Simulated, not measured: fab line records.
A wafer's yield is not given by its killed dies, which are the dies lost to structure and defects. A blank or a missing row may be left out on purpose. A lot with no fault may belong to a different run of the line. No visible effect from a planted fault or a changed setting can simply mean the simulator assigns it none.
A struck lot beside a sound one ; flow sky130 ; 14 out of 708 route steps
Sound: the wafers L135.1, L135.4, L135.5. Wafers struck: L132.2, L132.3, L132.5. Last of all comes the cause.
For every step that has rows: the tool of each side, followed by ch and its chambers, followed by its first start. Under that, the readings that differ: sound wafers ; struck wafers ; difference of the means ; sigmas: that difference in standard deviations of wafers without a fault.
alike: same words and numbers on both sides, and readings whose means sit less than 2 such deviations apart. not compared: any withheld reading, any reading some wafer has no value for, any bound like >300 that may hide the same value, and any number with overlapping values for which the record gives no deviation.
Wherever a step has rows on one side only, a row that says differs or no value, or a row with sigmas, the two part there. Numbers that have no deviation but don't overlap get no sigmas and don't part them. A reading that every wafer of one side lacks parts them only if that side has two wafers or more.

SKY_LDD_HVP_OVL_MEAS_07:
  sound: overlay-01 at day 27 08:28; struck: overlay-01 at day 25 19:04
  alike: LDD_HVP_OVL
then, 1 step without rows for these wafers: SKY_LDD_HVP_IMPLANT_08.
SKY_LDD_HVP_STRIP_09: strips in O2/N2.
  sound on plasmaAsher-03 ch 0,1, day 27 08:38; struck on plasmaAsher-02 ch 0,1, day 25 19:14
  alike: drypumpMotorCurrentA, oesProductAu, stripTimeToEndpointS
  not compared: rfHoursCounterH
SKY_LDD_HVP_TW_MEAS_10:
  sound: filmMetro-01 at day 27 08:44; struck: filmMetro-01 at day 25 19:21
  alike: LDD_HVP_TW
then, 7 steps without rows for these wafers: SKY_LDD_LDN_DEHYDRATE_00 (time 60 s); SKY_LDD_LDN_HMDS_01 (prime time 60 s); SKY_LDD_LDN_COAT_02 (resist thk 1140 nm); SKY_LDD_LDN_SOFTBAKE_03 (time 60 s); SKY_LDD_LDN_EXPOSE_04 (exposes mask LDNTM, target cd 700 nm); SKY_LDD_LDN_PEB_05; SKY_LDD_LDN_DEVELOP_06 (develop time 60 s).
SKY_LDD_LDN_OVL_MEAS_07:
  sound: overlay-01 at day 28 13:33; struck: overlay-02 at day 27 00:07
  alike: LDD_LDN_OVL
SKY_LDD_LDN_IMPLANT_08:
  sound on implanter-02 ch 0, day 28 13:35; struck on implanter-04 ch 0, day 27 00:10
reading;sound;struck;difference;sigmas
beamEnergyKeV;14.998 14.998 14.994;15.334 15.338 15.333;+0.338;+75
model.implant.drpNm (nm);5.933 5.933 5.933;6.022 6.022 6.022;+0.089;
then, 1 step without rows for these wafers: SKY_LDD_LDN_IMPLANT_09.

## WHERE THEY PART
Only at SKY_LDD_LDN_IMPLANT_08, as far as this record shows.

WHY: what had been put in by the simulator
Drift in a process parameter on implanter-04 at SKY_LDD_LDN_IMPLANT_08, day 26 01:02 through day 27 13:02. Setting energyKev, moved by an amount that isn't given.
